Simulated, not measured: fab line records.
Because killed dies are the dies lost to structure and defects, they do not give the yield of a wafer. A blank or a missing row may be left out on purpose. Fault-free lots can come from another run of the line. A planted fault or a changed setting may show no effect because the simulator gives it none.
Which tool is to blame? | flow sky130 | 42 wafers from 14 lots sampled at 2 of the route's 708 steps

WHAT THE GAUGES READ, wafer by wafer
No reading from a measuring or inspecting step in the record can be judged against a usual standard deviation.

TOOL THAT RAN EACH LOT (tool first, then ch and the chambers of the sampled wafers, then the start)
lot  | SKY_METAL4_ETCH_16                | SKY_METAL4_STRIP_19
L619 | rie_metal-04 ch 0,1, day 42 23:58 | plasma_asher-01 ch 0,1, day 43 00:15
L621 | rie_metal-03 ch 0,1, day 43 10:53 | plasma_asher-01 ch 0,1, day 43 11:11
L623 | rie_metal-01 ch 0,1, day 44 00:16 | plasma_asher-03 ch 1, day 44 00:33
L625 | rie_metal-04 ch 0,1, day 44 05:54 | plasma_asher-01 ch 0,1, day 44 06:12
L626 | rie_metal-03 ch 0,1, day 44 18:21 | plasma_asher-01 ch 0,1, day 44 18:39
L628 | rie_metal-01 ch 0,1, day 45 02:54 | plasma_asher-02 ch 0,1, day 45 03:12
L629 | rie_metal-01 ch 0,1, day 45 15:35 | plasma_asher-01 ch 0,1, day 45 15:53
L632 | rie_metal-04 ch 0, day 46 12:10   | plasma_asher-03 ch 0, day 46 12:27
L633 | rie_metal-03 ch 0,1, day 46 15:56 | plasma_asher-02 ch 0,1, day 46 16:14
L636 | rie_metal-01 ch 0,1, day 47 04:11 | plasma_asher-01 ch 0,1, day 47 04:29
L639 | rie_metal-01 ch 1, day 47 21:25   | plasma_asher-01 ch 0,1, day 47 21:44
L640 | rie_metal-03 ch 0,1, day 48 06:04 | plasma_asher-02 ch 0,1, day 48 06:21
L641 | rie_metal-03 ch 0,1, day 48 07:37 | plasma_asher-01 ch 0,1, day 48 07:58
L642 | rie_metal-04 ch 0, day 48 17:15   | plasma_asher-01 ch 0,1, day 48 17:33
- SKY_METAL4_ETCH_16: etches BARC in N2/H2, stops on SiO2, time 88.2 s, target depth 60 nm.
- SKY_METAL4_STRIP_19: strips in O2/N2.

WHAT THE TOOLS THEMSELVES READ (means of the sampled wafers that have a number; where no wafer has one, the mark that the record gives instead)
SKY_METAL4_ETCH_16.
lot  | tool         | drypump_motor_current_A (A) | oes_product_au (a.u.) | throttle_valve_pct (%)
L619 | rie_metal-04 | 5.69                        | 0.628                 | 13.197
L621 | rie_metal-03 | 6.04                        | 0.630                 | 13.208
L623 | rie_metal-01 | 5.87                        | 0.625                 | 13.213
L625 | rie_metal-04 | 5.64                        | 0.628                 | 13.207
L626 | rie_metal-03 | 6.03                        | 0.626                 | 13.209
L628 | rie_metal-01 | 5.87                        | 0.621                 | 13.210
L629 | rie_metal-01 | 5.88                        | 0.627                 | 13.203
L632 | rie_metal-04 | 5.73                        | 0.627                 | 13.204
L633 | rie_metal-03 | 6.03                        | 0.625                 | 13.201
L636 | rie_metal-01 | 5.98                        | 0.625                 | 13.203
L639 | rie_metal-01 | 6.04                        | 0.629                 | 13.208
L640 | rie_metal-03 | 5.83                        | 0.623                 | 13.203
L641 | rie_metal-03 | 5.83                        | 0.623                 | 13.207
L642 | rie_metal-04 | 5.75                        | 0.623                 | 13.214

SKY_METAL4_STRIP_19.
lot  | tool            | drypump_motor_current_A (A) | oes_product_au (a.u.) | strip_time_to_endpoint_s (s)
L619 | plasma_asher-01 | 5.4                         | 0.500                 | 6.48
L621 | plasma_asher-01 | 5.7                         | 0.503                 | 6.60
L623 | plasma_asher-03 | 5.2                         | 0.495                 | 6.45
L625 | plasma_asher-01 | 5.4                         | 0.497                 | 6.51
L626 | plasma_asher-01 | 5.7                         | 0.507                 | 6.63
L628 | plasma_asher-02 | 6.0                         | 0.499                 | 6.52
L629 | plasma_asher-01 | 5.7                         | 0.499                 | 6.52
L632 | plasma_asher-03 | 5.4                         | 0.505                 | 6.53
L633 | plasma_asher-02 | 6.1                         | 0.498                 | 6.57
L636 | plasma_asher-01 | 5.4                         | 0.508                 | 6.64
L639 | plasma_asher-01 | 5.4                         | 0.510                 | 6.68
L640 | plasma_asher-02 | 6.0                         | 0.498                 | 6.53
L641 | plasma_asher-01 | 5.4                         | 0.503                 | 6.50
L642 | plasma_asher-01 | 5.4                         | 0.496                 | 6.43

THE ANSWER, worked out from the rows above alone
Rule: usual is defined by the lots themselves. The widest of any qualifying gaps counts: lots, ordered by their means at a reading, are off when they make up no more than a third of the lots, leave a main group of 4 or more, and stand apart from it by 3 or more times the standard deviation of that group's means. A main group is skipped when, at the precision printed for the reading in the tables above, its means are all equal. A lot without any number at a reading at which 4 lots or more have one is off too. All remaining lots with rows at the step are treated as sound. The gauges are gone through in route order, then the tools' own readings, and for those a lot's mean is taken as printed above. The first step at which some lot is off is used, and at that step the reading that is off furthest; a lot without a number counts as furthest.
None of the lots is off at any reading shown; this tells nothing.

WHAT THE SIMULATOR HAD INSERTED
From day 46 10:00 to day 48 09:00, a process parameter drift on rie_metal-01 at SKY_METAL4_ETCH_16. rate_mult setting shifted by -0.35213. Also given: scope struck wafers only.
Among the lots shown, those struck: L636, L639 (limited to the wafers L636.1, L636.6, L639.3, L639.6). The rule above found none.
